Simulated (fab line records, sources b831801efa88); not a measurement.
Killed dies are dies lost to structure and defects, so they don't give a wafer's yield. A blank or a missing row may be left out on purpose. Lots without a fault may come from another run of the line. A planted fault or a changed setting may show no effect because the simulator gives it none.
Problem report in the 8D (eight disciplines) form, filled by code | flow gf180mcu | the parts of the form that need people (team, actions taken, sign-off) are left out

1. THE PROBLEM
NSD_RS at GF_PSD_RS_MEAS_14 reads a mean of 47.22 ohm/sq on 6 wafers of 2 lots; wafers without a fault read 46.11 ohm/sq with a standard deviation of 0.084. That is +13 standard deviations from the usual mean.
The step: measures by four-point-probe.
First seen on wafer L114.4, day 15 22:44, on film_metro-03. The record holds 39 wafers of 13 lots with a number at this step. Rule for "out", or "out of limits": more than 4 standard deviations from the usual mean. The other wafers with a number count as sound.

2. WHAT IT IS AND WHAT IT IS NOT
question                    | is                     | is not
which readings at this step | NSD_RS                 | -
which lots                  | L114, L117             | L110, L111, L122, L124, L125, L126, L127, L128, L129, L130, L132
which wafers of those lots  | all that have a number | -
read on which gauges        | film_metro-03          | film_metro-02, film_metro-04
when                        | from day 15 22:44      | up to then (6 sound wafers); but 27 sound wafers of L122, L124, L125, L126, L127, L128, L129, L130, L132 came after

3. SUSPECTS, AND WHAT RULES EACH OUT
Counting: a tool at a process step up to the reading stays a suspect if it ran every lot that is out and no sound lot after the first of them.
- the gauge at GF_PSD_RS_MEAS_14: ruled out. All the wafers that are out were read on film_metro-03, but those of them that GF_NSD_IMPLANT_09 has rows for are out there too, on other tools.
- implanter-02 at GF_NSD_IMPLANT_09: ruled out as a lasting fault. Sound lots L125, L128 ran on it after its first lot that is out, L114 (day 15 00:20).
Left after counting: nothing in the record.

4. THE CAUSE (what the simulator had put in)
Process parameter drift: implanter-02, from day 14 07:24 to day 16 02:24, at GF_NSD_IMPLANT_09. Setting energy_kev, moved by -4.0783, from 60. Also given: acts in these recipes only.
Counting ruled it out, wrongly: the rule takes a fault to strike every lot that its tool runs from its start on, and this one did not.

5. THE CHAIN OF EFFECTS, in route order
Each row: a reading whose mean over the struck wafers that have a number lies more than 3 standard deviations from the usual. Only readings for which the record gives a usual standard deviation are gone through. hours: the time from each lot's start at the first step in this table that gives one to its start at this step, as a median over the lots. sigmas: the change in usual standard deviations.
hours | step              | reading                  | usual        | on struck wafers | change | sigmas
0     | GF_NSD_IMPLANT_09 | beam_energy_keV          | 60.002       | 55.926           | -4.076 | -99 or more
0     | GF_NSD_STRIP_11   | strip_time_to_endpoint_s | 22.97 s      | 22.45            | -0.52  | -15
23    | GF_PSD_RS_MEAS_14 | NSD_RS                   | 46.11 ohm/sq | 47.22            | +1.11  | +13
The process steps in it:
- GF_NSD_IMPLANT_09
- GF_NSD_STRIP_11: strips in O2/N2.
Later measuring or inspecting steps at which every struck wafer that the step has a row for has a number for every such reading, and none has moved that far: GF_SAB_THK_MEAS_01.

6. WHAT WOULD HAVE CAUGHT IT SOONER
In this record the first reading out of limits at a measuring or inspecting step was taken at day 15 22:44, 39 hours after the fault began at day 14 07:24.
The tool's own readings at GF_NSD_IMPLANT_09 were out on every struck wafer that the step has a row for (beam_energy_keV): an alarm limit on them would have fired on the first of those.
